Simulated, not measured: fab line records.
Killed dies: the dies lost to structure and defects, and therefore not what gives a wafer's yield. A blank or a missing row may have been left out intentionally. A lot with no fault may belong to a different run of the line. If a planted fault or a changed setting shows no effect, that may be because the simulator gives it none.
fab line records	flow gf180mcu	part 1 of 2: steps 1 to 27 of 40
record lots=5	wafers=15	last_day=34
route steps=602 shown STI@11 DNWELL@32 NWELL@42
lots that met no fault: from a run of the same line without faults
start_h: start of the lot's first displayed wafer, in hours after the record's first day	wait_h: hours since the lot's step before	" same as the row above	L1.1+2: a row that stands for several wafers	- no value, or no start was given	* or withheld: withheld	< > ~ a bound
route shown NAME@n: names a module that has steps shown in the file, with the first one's number in the route	usual: the fault-free wafers' mean and standard deviation	same: alike in all rows	chamber/n: place in a boat	sites: readings site by site	_std_site: how widely they spread, as a standard deviation	_edge_site: the outer-site mean with the inner-site mean subtracted	radius_mm: how far each site lies from the wafer's centre	mask NAME#n: copy n	behind: tool/chamber where the wafer was last shaped	hold: why the lot went on hold/how many hours it stayed there/how the hold came to an end	device: which transistor (n, p or np) failed to switch	end of line: the route-end tests of the same wafers	where a step has no rows: the recipe by itself	killed: not the wafer's yield, but the dies lost to structure and defects at the first sort	map: a wafer's dies, marking killed ones x, the rest . and places with no die _
set.NAME: the setting as run; set.NAME@STEP: as run at that earlier step	model.NAME: the simulator's own value behind a step, which no gauge read
lots at selected steps of the route; one table per step, one row per wafer
services: a tool's chamber out of use, with start hour (start_h, from the record's first day; less than 0 if before it), hours out, and reason
## steps
# step GF_STI_PEB_10
# recipe peb_temp_c=135	peb_time_s=90	resist=KrF
lot.wafer	tool	chamber	start_h	wait_h
L077.1+3+6	litho_track-01	0	-	-
L078.1+5+6	litho_track-04	0	-	-
L087.2+3+6	litho_track-02	0	-	-
L091.2+3+4	litho_track-04	0	-	-
L093.2+3+5	litho_track-04	0	-	-
# step GF_STI_DEVELOP_11
# recipe develop_time_s=60	dev_temp_c=21
# usual developer_temp_C=21.01/0.12
lot.wafer	tool	chamber	start_h	wait_h	developer_temp_C
L077.1	litho_track-01	0	43.18	0.2	21.14
L077.3	"	0	"	"	21.03
L077.6	"	0	"	"	20.98
L078.1	litho_track-04	0	46.12	0.2	20.97
L078.5	"	0	"	"	21.11
L078.6	"	0	"	"	20.99
L087.2	litho_track-02	0	92.35	0.2	20.98
L087.3	"	0	"	"	21.09
L087.6	"	0	"	"	21.10
L091.2	litho_track-04	0	112.59	0.2	20.77
L091.3	"	0	"	"	20.88
L091.4	"	0	"	"	20.86
L093.2	litho_track-04	0	122.39	0.2	21.08
L093.3	"	0	"	"	20.99
L093.5	"	0	"	"	21.05
# step GF_STI_CD_MEAS_12
# recipe target_cd_nm=220
# usual cd_nm=219.6/1.4
lot.wafer	tool	chamber	start_h	wait_h	cd_nm
L077.1	cd_sem-01	-	43.33	0.1	219.0
L077.3	"	-	"	"	219.8
L077.6	"	-	"	"	219.7
L078.1	cd_sem-01	-	46.27	0.1	221.9
L078.5	"	-	"	"	220.0
L078.6	"	-	"	"	220.5
L087.2	cd_sem-01	-	92.49	0.1	221.1
L087.3	"	-	"	"	220.5
L087.6	"	-	"	"	222.0
L091.2	cd_sem-01	-	112.74	0.1	218.0
L091.3	"	-	"	"	218.4
L091.4	"	-	"	"	219.7
L093.2	cd_sem-02	-	122.54	0.1	219.5
L093.3	"	-	"	"	219.0
L093.5	"	-	"	"	217.6
# step GF_STI_ETCH_13
# recipe chemistry=CHF3/O2	stop_on=Si	over_etch_frac=0.3	target_depth_a=2823.1	source_w=600	bias_w=200	pressure_mtorr=40	chf3_flow_sccm=50	O2_flow_sccm=5	time_s=111.3
# usual drypump_motor_current_A=5.9/0.54	oes_product_au=0.838/0.007	throttle_valve_pct=8.812/0.0092
lot.wafer	tool	chamber	start_h	wait_h	drypump_motor_current_A	oes_product_au	rf_hours_counter_h	throttle_valve_pct
L077.1	rie_diel-03	3	43.45	0.1	6.1	0.831	146	8.786
L077.3	"	2	"	"	6.6	0.840	80	8.805
L077.6	"	2	"	"	6.6	0.829	-	8.810
L078.1	rie_diel-02	2	46.39	0.1	5.1	0.837	37	8.816
L078.5	"	1	"	"	5.6	0.852	-	8.828
L078.6	"	0	"	"	6.3	0.841	-	8.810
L087.2	rie_diel-02	2	92.59	0.1	5.1	0.848	38	8.803
L087.3	"	1	"	"	5.7	0.835	48	8.808
L087.6	"	0	"	"	6.3	0.845	-	8.810
L091.2	rie_diel-02	2	112.84	0.1	5.1	0.841	39	8.808
L091.3	"	1	"	"	5.6	0.834	48	8.814
L091.4	"	0	"	"	6.3	0.828	5	8.818
L093.2	rie_diel-03	1	122.64	0.1	5.8	0.833	7	8.814
L093.3	"	2	"	"	6.6	0.824	83	8.799
L093.5	"	1	"	"	5.8	0.836	-	8.811
# step GF_STI_ETCH_14
# recipe target=Si	chemistry=HBr/Cl2/O2	target_depth_nm=360	icp_w=600	bias_w=150	pressure_mtorr=15	HBr_flow_sccm=150	Cl2_flow_sccm=40	O2_flow_sccm=6	time_s=102.9
# usual HBr_flow_sccm=149.9/0.45	drypump_motor_current_A=5.4/0.39	oes_product_au=1.002/0.012	throttle_valve_pct=25.654/0.013
lot.wafer	tool	chamber	start_h	wait_h	HBr_flow_sccm	drypump_motor_current_A	oes_product_au	rf_hours_counter_h	throttle_valve_pct
L077.1	rie_si-01	3	43.53	0.0	150.0	5.3	1.011	136	25.659
L077.3	"	0	"	"	150.0	5.5	0.978	147	25.680
L077.6	"	3	"	"	150.7	5.4	1.005	-	25.641
L078.1	rie_si-02	0	46.47	0.0	150.5	6.1	0.994	145	25.653
L078.5	"	0	"	"	149.6	6.1	0.999	-	25.670
L078.6	"	1	"	"	149.4	5.5	1.027	-	25.650
L087.2	rie_si-02	3	92.67	0.0	150.2	5.0	1.015	49	25.643
L087.3	"	0	"	"	150.6	6.1	1.002	145	25.656
L087.6	"	3	"	"	149.8	5.0	1.013	-	25.630
L091.2	rie_si-02	2	112.92	0.0	149.8	5.4	0.993	1	25.640
L091.3	"	3	"	"	150.8	5.0	1.004	49	25.649
L091.4	"	3	"	"	150.1	5.0	1.014	-	25.645
L093.2	rie_si-02	1	122.72	0.0	150.7	5.6	1.012	92	25.630
L093.3	"	2	"	"	149.9	5.3	0.998	2	25.650
L093.5	"	2	"	"	150.2	5.3	1.003	-	25.649
# step GF_STI_STRIP_15
# recipe chemistry=O2/N2	power_w=1400	pressure_mtorr=1500	platen_temp_c=250	o2_flow_sccm=3000	n2_flow_sccm=300	overash_fraction=0.5
# usual drypump_motor_current_A=5.9/0.55	heater_power_w=357/26	o2_flow_sccm=3000/8.6	oes_product_au=0.385/0.0052	strip_time_to_endpoint_s=3.76/0.045
lot.wafer	tool	chamber	start_h	wait_h	drypump_motor_current_A	heater_power_w	o2_flow_sccm	oes_product_au	rf_hours_counter_h	strip_time_to_endpoint_s
L077.1	plasma_asher-01	1	43.60	0.0	6.2	344	3010	0.379	25	3.75
L077.3	"	1	"	"	6.3	347	3022	0.383	-	3.78
L077.6	"	1	"	"	6.2	342	3005	0.384	-	3.75
L078.1	plasma_asher-01	1	46.54	0.0	6.2	345	3005	0.374	26	3.80
L078.5	"	1	"	"	6.3	346	3004	0.377	-	3.77
L078.6	"	0	"	"	6.6	350	3005	0.388	-	3.73
L087.2	plasma_asher-01	1	92.74	0.0	6.3	337	2993	0.387	31	3.73
L087.3	"	1	"	"	6.3	337	3018	0.393	-	3.77
L087.6	"	1	"	"	6.3	341	2996	0.383	-	3.69
L091.2	plasma_asher-02	1	112.99	0.0	5.9	403	3001	0.388	46	3.77
L091.3	"	1	"	"	5.9	391	2989	0.382	-	3.73
L091.4	"	0	"	"	5.0	345	2989	0.381	-	3.70
L093.2	plasma_asher-02	0	122.79	0.0	5.0	338	2989	0.391	48	3.77
L093.3	"	0	"	"	5.1	344	3001	0.384	-	3.73
L093.5	"	1	"	"	5.9	397	3007	0.394	-	3.83
# step GF_STI_CLEAN_16
# recipe chemistry=dHF	time_s=25	dilution=100:1
lot.wafer	tool	chamber	start_h	wait_h
L077.1+3+6	wet_bench-04	2	43.70	0.1
L078.1+5+6	wet_bench-04	0	46.64	0.1
L087.2+3+6	wet_bench-04	0	92.84	0.1
L091.2+3+4	wet_bench-03	2	113.09	0.1
L093.2+3+5	wet_bench-03	0	122.89	0.1
# step GF_STI_WET_ETCH_17
# recipe chemistry=H3PO4	target_depth_nm=45	temp_c=160	target=Si3N4	time_s=514
# usual bath_heat_duty_pct=26/4.2
lot.wafer	tool	chamber	start_h	wait_h	bath_heat_duty_pct
L077.1	wet_bench-01	2	43.72	0.0	27
L077.3	"	2	"	"	29
L077.6	"	2	"	"	29
L078.1	wet_bench-01	3	46.66	0.0	26
L078.5	"	3	"	"	25
L078.6	"	3	"	"	23
L087.2	wet_bench-01	2	92.86	0.0	29
L087.3	"	2	"	"	28
L087.6	"	2	"	"	28
L091.2	wet_bench-01	0	113.11	0.0	30
L091.3	"	0	"	"	30
L091.4	"	0	"	"	29
L093.2	wet_bench-04	1	122.91	0.0	22
L093.3	"	1	"	"	22
L093.5	"	1	"	"	21
# step GF_STI_CLEAN_18
# recipe chemistry=SC1/SC2	mix=1:4:20	temp_c=70	time_s=150
# usual bath_heat_duty_pct=13.3/2.1
lot.wafer	tool	chamber	start_h	wait_h	bath_heat_duty_pct
L077.1	wet_bench-03	1	43.87	0.0	10.8
L077.3	"	1	"	"	10.7
L077.6	"	1	"	"	11.2
L078.1	wet_bench-04	2	46.81	0.0	10.2
L078.5	"	2	"	"	11.2
L078.6	"	2	"	"	10.2
L087.2	wet_bench-04	2	93.01	0.0	10.8
L087.3	"	2	"	"	10.1
L087.6	"	2	"	"	9.6
L091.2	wet_bench-04	2	113.27	0.0	9.6
L091.3	"	2	"	"	9.9
L091.4	"	2	"	"	10.5
L093.2	wet_bench-01	0	123.24	0.0	16.7
L093.3	"	0	"	"	14.9
L093.5	"	0	"	"	15.9
# step GF_STI_CLEAN_19
# recipe chemistry=dHF	time_s=20	dilution=100:1
lot.wafer	tool	chamber	start_h	wait_h
L077.1+3+6	wet_bench-04	2	43.92	0.0
L078.1+5+6	wet_bench-03	1	46.87	0.0
L087.2+3+6	wet_bench-03	0	93.07	0.0
L091.2+3+4	wet_bench-03	0	113.33	0.0
L093.2+3+5	wet_bench-04	3	123.29	0.0
# step GF_STI_WET_ETCH_20
# recipe chemistry=dHF	dilution=100:1	target_depth_nm=20	temp_c=25	dry=ipa_marangoni	target=SiO2	time_s=400
# usual bath_heat_duty_pct=6.3/0.91
lot.wafer	tool	chamber	start_h	wait_h	bath_heat_duty_pct
L077.1	wet_bench-01	3	43.93	0.0	5.8
L077.3	"	3	"	"	5.8
L077.6	"	3	"	"	5.7
L078.1	wet_bench-01	3	46.88	0.0	5.0
L078.5	"	3	"	"	5.8
L078.6	"	3	"	"	5.8
L087.2	wet_bench-01	3	93.09	0.0	6.4
L087.3	"	3	"	"	5.9
L087.6	"	3	"	"	6.2
L091.2	wet_bench-01	2	113.34	0.0	8.4
L091.3	"	2	"	"	6.4
L091.4	"	2	"	"	7.2
L093.2	wet_bench-01	2	123.32	0.0	6.5
L093.3	"	2	"	"	7.5
L093.5	"	2	"	"	7.4
# step GF_STI_OXIDATION_21
# recipe temp_c=1000	ambient=O2	stabilise_s=600	purge_s=300	target_thk_a=150	ox_time_s=458
# usual spike_tc_centre_C=1000.6/0.97	zone_power_lower_pct=22.7/1.3
# same purge_s=300
lot.wafer	tool	chamber	start_h	wait_h	spike_tc_centre_C	zone_power_lower_pct
L077.1	furnace-01	0	44.05	0.0	999.3	21.9
L077.3	"	0	"	"	1000.9	21.6
L077.6	"	0	"	"	1001.2	21.4
L078.1	furnace-02	0	47.38	0.4	998.8	23.9
L078.5	"	0	"	"	1000.3	23.8
L078.6	"	0	"	"	1000.0	24.6
L087.2	furnace-01	0	93.21	0.0	1002.5	21.9
L087.3	"	0	"	"	999.6	21.7
L087.6	"	0	"	"	1000.5	21.7
L091.2	furnace-01	0	114.90	1.4	999.9	21.7
L091.3	"	0	"	"	1000.2	21.7
L091.4	"	0	"	"	1003.5	21.6
L093.2	furnace-01	0	125.58	2.1	1001.0	21.9
L093.3	"	0	"	"	1001.4	21.1
L093.5	"	0	"	"	1000.9	21.9
# step GF_STI_THK_MEAS_22
# recipe reads=SiO2_of_STI_OXIDATION_21
# usual STI_OXIDATION_01_THK=14.94/0.3
lot.wafer	tool	chamber	start_h	wait_h	STI_OXIDATION_01_THK[nm]
L077.1	film_metro-04	-	45.18	0.0	15.08
L077.3	"	-	"	"	15.22
L077.6	"	-	"	"	14.95
L078.1	film_metro-02	-	48.51	0.0	14.79
L078.5	"	-	"	"	15.14
L078.6	"	-	"	"	14.92
L087.2	film_metro-03	-	94.34	0.0	15.03
L087.3	"	-	"	"	14.98
L087.6	"	-	"	"	14.93
L091.2	film_metro-03	-	116.04	0.0	14.27
L091.3	"	-	"	"	14.59
L091.4	"	-	"	"	14.33
L093.2	film_metro-03	-	126.72	0.0	14.99
L093.3	"	-	"	"	15.12
L093.5	"	-	"	"	15.06
# step GF_STI_CVD_23
# recipe material=SiO2	target_thk_nm=650	sigma_open_frac=0.3	time_s=108.3	temp_c=600	sih4_flow_sccm=60	pressure_mtorr=6
# usual susceptor_temp_C=600.00/0.26
lot.wafer	tool	chamber	start_h	wait_h	susceptor_temp_C
L077.1	hdpcvd-02	0	45.24	0.1	599.76
L077.3	"	1	"	"	599.87
L077.6	"	0	"	"	599.92
L078.1	hdpcvd-02	1	48.57	0.1	599.69
L078.5	"	1	"	"	600.10
L078.6	"	2	"	"	599.99
L087.2	hdpcvd-02	1	94.39	0.0	600.01
L087.3	"	0	"	"	600.72
L087.6	"	2	"	"	600.07
L091.2	hdpcvd-01	0	116.09	0.0	600.06
L091.3	"	0	"	"	599.77
L091.4	"	2	"	"	600.38
L093.2	hdpcvd-01	1	126.77	0.0	599.82
L093.3	"	2	"	"	600.23
L093.5	"	1	"	"	599.80
# step GF_STI_THK_MEAS_24
# recipe reads=SiO2_of_STI_CVD_23
# usual STI_CVD_23_THK=651/6.5
lot.wafer	tool	chamber	start_h	wait_h	STI_CVD_23_THK[nm]
L077.1	film_metro-02	-	45.32	0.0	646
L077.3	"	-	"	"	646
L077.6	"	-	"	"	656
L078.1	film_metro-03	-	48.64	0.0	643
L078.5	"	-	"	"	641
L078.6	"	-	"	"	637
L087.2	film_metro-02	-	94.48	0.0	655
L087.3	"	-	"	"	660
L087.6	"	-	"	"	658
L091.2	film_metro-03	-	116.21	0.1	651
L091.3	"	-	"	"	641
L091.4	"	-	"	"	653
L093.2	film_metro-04	-	126.86	0.0	657
L093.3	"	-	"	"	662
L093.5	"	-	"	"	657
# step GF_STI_CMP_25
# recipe stop_on=Si3N4	t_overpolish_s=33	down_force_psi=4	platen_rpm=60	target_thk_nm=524.6	pad_velocity_m_s=0.94248
# usual motor_current_A=11.2/0.65	overpolish_run_s=33.000/0.0084	time_to_endpoint_s=120/6
lot.wafer	tool	chamber	start_h	wait_h	motor_current_A	overpolish_run_s	time_to_endpoint_s
L077.3	cmp-02	3	45.43	0.1	11.8	32.993	132
L077.1	"	1	"	"	10.6	32.992	126
L077.6	"	2	"	"	11.8	33.001	123
L078.1	cmp-01	0	48.80	0.1	11.3	33.014	114
L078.5	"	2	"	"	12.1	33.000	118
L078.6	"	3	"	"	10.7	32.990	115
L087.3	cmp-02	3	94.63	0.1	12.9	32.993	116
L087.2	"	0	"	"	11.2	33.001	113
L087.6	"	2	"	"	11.6	33.007	110
L091.4	cmp-01	2	116.26	0.0	11.5	33.007	122
L091.3	"	3	"	"	10.4	33.017	119
L091.2	"	0	"	"	10.6	32.995	121
L093.3	cmp-02	1	126.96	0.1	10.7	32.992	112
L093.2	"	3	"	"	12.1	33.002	117
L093.5	"	1	"	"	10.6	33.007	116
# step GF_STI_WET_ETCH_26
# recipe chemistry=dHF	target_depth_nm=94	target=SiO2	temp_c=25	dilution=10:1	time_s=188
# usual bath_heat_duty_pct=6.1/1.1
lot.wafer	tool	chamber	start_h	wait_h	bath_heat_duty_pct
L077.1	wet_bench-01	1	45.68	0.1	6.6
L077.3	"	1	"	"	7.2
L077.6	"	1	"	"	5.4
L078.1	wet_bench-03	0	49.00	0.1	5.9
L078.5	"	0	"	"	5.9
L078.6	"	0	"	"	5.7
L087.2	wet_bench-01	3	94.83	0.1	5.9
L087.3	"	3	"	"	5.0
L087.6	"	3	"	"	5.3
L091.2	wet_bench-04	0	116.56	0.1	8.0
L091.3	"	0	"	"	7.7
L091.4	"	0	"	"	7.4
L093.2	wet_bench-03	2	127.21	0.1	6.8
L093.3	"	2	"	"	5.4
L093.5	"	2	"	"	5.3
# step GF_STI_WET_ETCH_27
# recipe chemistry=H3PO4	target_depth_nm=160	target=Si3N4	temp_c=160	time_s=1825
# usual bath_heat_duty_pct=27/4.1
lot.wafer	tool	chamber	start_h	wait_h	bath_heat_duty_pct
L077.1	wet_bench-04	3	45.74	0.0	26
L077.3	"	3	"	"	25
L077.6	"	3	"	"	25
L078.1	wet_bench-04	3	49.06	0.0	27
L078.5	"	3	"	"	27
L078.6	"	3	"	"	26
L087.2	wet_bench-04	0	94.89	0.0	35
L087.3	"	0	"	"	35
L087.6	"	0	"	"	34
L091.2	wet_bench-01	3	116.63	0.0	24
L091.3	"	3	"	"	24
L091.4	"	3	"	"	25
L093.2	wet_bench-01	1	127.27	0.0	28
L093.3	"	1	"	"	27
L093.5	"	1	"	"	27
# step GF_STI_WET_ETCH_28
# recipe chemistry=dHF	target_depth_nm=20	dry=ipa_marangoni	target=SiO2	temp_c=25	dilution=10:1	time_s=40
# usual bath_heat_duty_pct=6.2/1.1
lot.wafer	tool	chamber	start_h	wait_h	bath_heat_duty_pct
L077.1	wet_bench-03	0	46.30	0.0	6.4
L077.3	"	0	"	"	6.7
L077.6	"	0	"	"	5.5
L078.1	wet_bench-04	0	49.63	0.0	8.1
L078.5	"	0	"	"	8.1
L078.6	"	0	"	"	8.4
L087.2	wet_bench-01	1	95.45	0.0	6.6
L087.3	"	1	"	"	5.5
L087.6	"	1	"	"	6.1
L091.2	wet_bench-03	0	117.19	0.0	6.6
L091.3	"	0	"	"	6.0
L091.4	"	0	"	"	6.6
L093.2	wet_bench-03	3	127.78	0.0	5.9
L093.3	"	3	"	"	6.3
L093.5	"	3	"	"	5.9
# step GF_STI_OXIDATION_29
# recipe temp_c=900	ambient=O2	stabilise_s=600	purge_s=300	target_thk_a=100	ox_time_s=1418
# usual spike_tc_centre_C=900.6/1	zone_power_lower_pct=17.6/0.95
# same purge_s=300
lot.wafer	tool	chamber	start_h	wait_h	spike_tc_centre_C	zone_power_lower_pct
L077.1	furnace-01	0	46.68	0.4	901.3	16.7
L077.3	"	0	"	"	901.2	16.9
L077.6	"	0	"	"	901.6	16.7
L078.1	furnace-01	0	49.89	0.2	900.0	17.0
L078.5	"	0	"	"	899.9	17.6
L078.6	"	0	"	"	900.9	17.0
L087.2	furnace-01	0	95.47	0.0	900.8	16.7
L087.3	"	0	"	"	899.0	16.9
L087.6	"	0	"	"	900.5	17.2
L091.2	furnace-01	0	120.22	3.0	899.7	16.8
L091.3	"	0	"	"	901.4	17.0
L091.4	"	0	"	"	900.7	16.9
L093.2	furnace-01	0	129.64	1.8	902.1	16.8
L093.3	"	0	"	"	902.3	17.1
L093.5	"	0	"	"	898.8	17.1
# step GF_STI_THK_MEAS_30
# recipe reads=SiO2_of_STI_OXIDATION_29
# usual STI_OXIDATION_02_THK=9.93/0.24
lot.wafer	tool	chamber	start_h	wait_h	STI_OXIDATION_02_THK[nm]
L077.1	film_metro-03	-	48.07	0.0	10.07
L077.3	"	-	"	"	9.98
L077.6	"	-	"	"	9.88
L078.1	film_metro-03	-	51.29	0.0	9.36
L078.5	"	-	"	"	9.57
L078.6	"	-	"	"	9.52
L087.2	film_metro-02	-	96.88	0.0	10.09
L087.3	"	-	"	"	9.88
L087.6	"	-	"	"	9.93
L091.2	film_metro-02	-	121.63	0.0	9.95
L091.3	"	-	"	"	9.81
L091.4	"	-	"	"	9.91
L093.2	film_metro-03	-	131.04	0.0	10.14
L093.3	"	-	"	"	10.13
L093.5	"	-	"	"	10.34
# step GF_DNWELL_DEHYDRATE_00
# recipe temp_c=200	time_s=60
lot.wafer	tool	chamber	start_h	wait_h
L077.1+3+6	litho_track-01	0	53.58	5.5
L078.1+5+6	litho_track-03	0	57.37	6.1
L087.2+3+6	litho_track-03	0	103.14	6.3
L091.2+3+4	litho_track-02	0	128.10	6.5
L093.2+3+5	litho_track-03	0	137.44	6.4
# step GF_DNWELL_HMDS_01
# recipe prime_time_s=60	prime_temp_c=120
lot.wafer	tool	chamber	start_h	wait_h
L077.1+3+6	litho_track-01	0	53.73	0.1
L078.1+5+6	litho_track-03	0	57.52	0.1
L087.2+3+6	litho_track-03	0	103.29	0.1
L091.2+3+4	litho_track-02	0	128.25	0.1
L093.2+3+5	litho_track-03	0	137.59	0.1
# step GF_DNWELL_COAT_02
# recipe spin_rpm=2000	resist_thk_nm=3000
lot.wafer	tool	chamber	start_h	wait_h
L077.1+3+6	litho_track-01	0	53.88	0.1
L078.1+5+6	litho_track-03	0	57.67	0.1
L087.2+3+6	litho_track-03	0	103.44	0.1
L091.2+3+4	litho_track-02	0	128.40	0.1
L093.2+3+5	litho_track-03	0	137.74	0.1
# step GF_DNWELL_SOFTBAKE_03
# recipe temp_c=110	time_s=withheld
lot.wafer	tool	chamber	start_h	wait_h
L077.1+3+6	litho_track-01	0	54.03	0.1
L078.1+5+6	litho_track-03	0	57.82	0.1
L087.2+3+6	litho_track-03	0	103.60	0.1
L091.2+3+4	litho_track-02	0	128.55	0.1
L093.2+3+5	litho_track-03	0	137.90	0.1
# step GF_DNWELL_EXPOSE_04
# recipe mask_id=DNWELL	target_cd_nm=1700	na=0.6	source_shape=conventional	sigma_outer=0.6	dose_mj=260
# same na=0.6	sigma_outer=0.6
lot.wafer	tool	chamber	start_h	wait_h	mask
L077.1+3+6	iline_stepper-01	0	-	-	DNWELL#0
L078.1+5+6	iline_stepper-01	0	-	-	DNWELL#0
L087.2+3+6	iline_stepper-01	0	-	-	DNWELL#0
L091.2+3+4	iline_stepper-02	0	-	-	DNWELL#0
L093.2+3+5	iline_stepper-02	0	-	-	DNWELL#0
# step GF_DNWELL_PEB_05
# recipe temp_c=115	time_s=withheld
lot.wafer	tool	chamber	start_h	wait_h
L077.1+3+6	litho_track-03	0	-	-
L078.1+5+6	litho_track-02	0	-	-
L087.2+3+6	litho_track-03	0	-	-
L091.2+3+4	litho_track-03	0	-	-
L093.2+3+5	litho_track-01	0	-	-
